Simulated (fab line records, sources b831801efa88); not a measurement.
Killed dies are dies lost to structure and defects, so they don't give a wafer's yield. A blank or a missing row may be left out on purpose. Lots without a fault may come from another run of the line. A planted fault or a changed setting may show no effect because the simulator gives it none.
A struck lot beside a sound one | flow sky130 | 24 steps out of a route of 708
Sound: wafers L458.1, L458.4, L458.6. Struck: wafers L464.1, L464.5, L464.6. The cause comes at the end.
At each step with rows: each side's tool, then ch and its chambers, then its first start. Under that, the readings that differ: sound wafers | struck wafers | difference of the means | sigmas: that difference in standard deviations of wafers without a fault.
alike: readings whose means differ by less than 2 such deviations, and words and numbers that are the same on both sides. not compared: withheld readings, readings that some wafer has no value for, bounds like >300 that may hide the same value, and numbers for which the record gives no deviation and whose values overlap.
The two part at a step that has a row with sigmas, a row that says differs or no value, or rows on one side only. Numbers that don't overlap but have no deviation are shown without sigmas and don't part them. A reading that every wafer of one side lacks parts them only if that side has two wafers or more.

first, 6 steps without rows for these wafers: SKY_LDD_HVP_HMDS_01 (prime time 60 s); SKY_LDD_HVP_COAT_02 (resist thk 300 nm); SKY_LDD_HVP_SOFTBAKE_03 (time 60 s); SKY_LDD_HVP_EXPOSE_04 (exposes mask HVPTM, target cd 700 nm); SKY_LDD_HVP_PEB_05; SKY_LDD_HVP_DEVELOP_06 (develop time 60 s).
SKY_LDD_HVP_OVL_MEAS_07:
  sound on overlay-01, day 24 22:11; struck on overlay-01, day 27 09:14
  alike: LDD_HVP_OVL
then, 1 step without rows for these wafers: SKY_LDD_HVP_IMPLANT_08.
SKY_LDD_HVP_STRIP_09: strips in O2/N2.
  sound on plasma_asher-04 ch 0,1, day 24 22:22; struck on plasma_asher-01 ch 0,1, day 27 09:25
  alike: chamber_pressure_mTorr, drypump_motor_current_A, oes_product_au, strip_time_to_endpoint_s
  not compared: rf_hours_counter_h
SKY_LDD_HVP_TW_MEAS_10:
  sound on film_metro-03, day 24 22:28; struck on film_metro-03, day 27 09:31
  alike: LDD_HVP_TW
then, 2 steps without rows for these wafers: SKY_LDD_LDN_DEHYDRATE_00 (time 60 s); SKY_LDD_LDN_HMDS_01 (prime time 60 s).
SKY_LDD_LDN_COAT_02: resist thk 1140 nm.
  sound on litho_track-01 ch 0, day 25 13:30; struck on litho_track-01 ch 0, day 27 23:39
  reading                                      | sound          | struck            | difference | sigmas
  model.NOVOLAK_of_LDD_LDN_COAT_02.thk_nm (nm) | 1141 1136 1137 | 398.4 398.4 399.5 | -739.2     |
  alike: chill_plate_temp_C
then, 3 steps without rows for these wafers: SKY_LDD_LDN_SOFTBAKE_03 (time 60 s); SKY_LDD_LDN_EXPOSE_04 (exposes mask LDNTM, target cd 700 nm); SKY_LDD_LDN_PEB_05.
SKY_LDD_LDN_DEVELOP_06: develop time 60 s.
  sound on litho_track-02 ch 0, day 26 04:08; struck on litho_track-01 ch 0, day 28 13:57
  reading                                      | sound          | struck        | difference | sigmas
  model.NOVOLAK_of_LDD_LDN_COAT_02.thk_nm (nm) | 1140 1135 1137 | 398 398 399.1 | -739       |
  alike: chill_plate_temp_C
SKY_LDD_LDN_OVL_MEAS_07:
  sound on overlay-01, day 26 04:17; struck on overlay-01, day 28 14:06
  alike: LDD_LDN_OVL
then, 4 steps without rows for these wafers: SKY_LDD_LDN_IMPLANT_08; SKY_LDD_LDN_IMPLANT_09; SKY_LDD_LDN_IMPLANT_10; SKY_LDD_LDN_IMPLANT_11.
SKY_LDD_LDN_STRIP_12: strips in O2/N2.
  sound on plasma_asher-04 ch 0,1, day 26 04:55; struck on plasma_asher-04 ch 0,1, day 28 14:44
  reading                      | sound             | struck            | difference | sigmas
  oes_product_au (a.u.)        | 0.725 0.711 0.708 | 0.461 0.457 0.463 | -0.254     | -59
  strip_time_to_endpoint_s (s) | 14.17 14.14 14.14 | 5.39 5.42 5.40    | -8.75      | -99 or more
  alike: chamber_pressure_mTorr, drypump_motor_current_A
  not compared: rf_hours_counter_h
SKY_LDD_LDN_TW_MEAS_13:
  sound on film_metro-01, day 26 05:01; struck on film_metro-01, day 28 14:50
  alike: LDD_LDN_TW

WHERE THEY PART
Only at SKY_LDD_LDN_STRIP_12, within this record. Later steps at which nothing parts them and some readings are alike: SKY_LDD_LDN_TW_MEAS_13.

WHY: what the simulator had put in
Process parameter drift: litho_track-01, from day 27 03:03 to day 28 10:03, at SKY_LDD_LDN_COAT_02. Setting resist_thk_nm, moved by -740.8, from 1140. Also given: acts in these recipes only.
